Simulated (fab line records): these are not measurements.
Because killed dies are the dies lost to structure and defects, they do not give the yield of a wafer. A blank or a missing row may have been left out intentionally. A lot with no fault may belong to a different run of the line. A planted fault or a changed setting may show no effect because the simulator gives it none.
The same fault as seen by 2 desks ; flow gf180mcu ; numbers are kept per desk, each desk with only its own; the story behind them comes last

== DESK OF THE TOOL OWNER: pvdSputter-01 ==
The tool's own readings at GF_M2_SPUTTER_02 (material AlCu, target thk 450 nm, time 23.9 s): means of the sampled wafers that have a number, for each lot that ran on this tool. Marked OUT: a lot whose mean sits more than 4 standard deviations from the usual mean, which makes it out of limits; the brackets give that distance.
Columns: A = cathodeDcPowerW at GF_M2_SPUTTER_02, usual 10600 W; B = throttleValvePct at GF_M2_SPUTTER_02, usual 29.7 %
lot;first seen here;A;B
L629;day 18 12:41;10599;29.0
L633;day 19 20:42;10599;29.4
L634;day 20 06:00;10600;28.5
L635;day 20 16:07;10598;29.2
L645;day 24 04:40;11349 (+99 or more) OUT;29.8
L646;day 24 10:13;11349 (+99 or more) OUT;29.7
This desk's verdict: out of limits on L645, L646, starting with L645 at day 24 04:40 (cathodeDcPowerW at GF_M2_SPUTTER_02). In limits: L629, L633, L634, L635.

== METROLOGY DESK ==
Lot by lot, what the gauges showed, no matter which tool ran the lot: averages of those sampled wafers that carry a number. Marked OUT: a lot whose mean sits more than 4 standard deviations from the usual mean, which makes it out of limits; the brackets give that distance.
Columns: A = M2_ALCU_RS at GF_M2_RS_MEAS_05, usual 0.0691 ohm/sq; B = M2_ALCU_THK at GF_M2_THK_MEAS_06, usual 444 nm
lot;first seen here;A;B
L629;day 18 12:48;0.0696;440
L630;day 19 01:19;0.0691;446
L632;day 19 06:19;0.0685;447
L633;day 19 20:49;0.0691;444
L634;day 20 06:05;0.0692;441
L635;day 20 16:12;0.0698;438
L636;day 20 17:24;0.0692;446
L638;day 21 16:50;0.0699;437
L645;day 24 04:46;0.0650 (-5.3) OUT;474 (+5.5) OUT
L646;day 24 10:18;0.0652 (-5.0) OUT;468 (+4.4) OUT
L648;day 25 04:36;0.0680;450
L651;day 26 05:24;0.0688;445
This desk's finding: out of limits on L645, L646; first on L645, day 24 04:46 (M2_ALCU_RS at GF_M2_RS_MEAS_05). In limits: L629, L630, L632, L633, L634, L635, L636, L638, L648, L651.

== TAKEN TOGETHER ==
The tool owner's desk had the chance to raise an alarm at day 24 04:40 on L645, L646.
Metrology desk: alarm possible at day 24 04:46 on L645, L646.
On pvdSputter-01, each named lot ran GF_M2_SPUTTER_02.

== WHAT THE SIMULATOR HAD INSERTED ==
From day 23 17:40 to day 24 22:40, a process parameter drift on pvdSputter-01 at GF_M2_SPUTTER_02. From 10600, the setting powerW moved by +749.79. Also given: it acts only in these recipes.
Lots struck among those shown: L645, L646.
Hours from the fault's start to each desk's first reading out of limits: the tool owner's desk, 11; the metrology desk, 11.
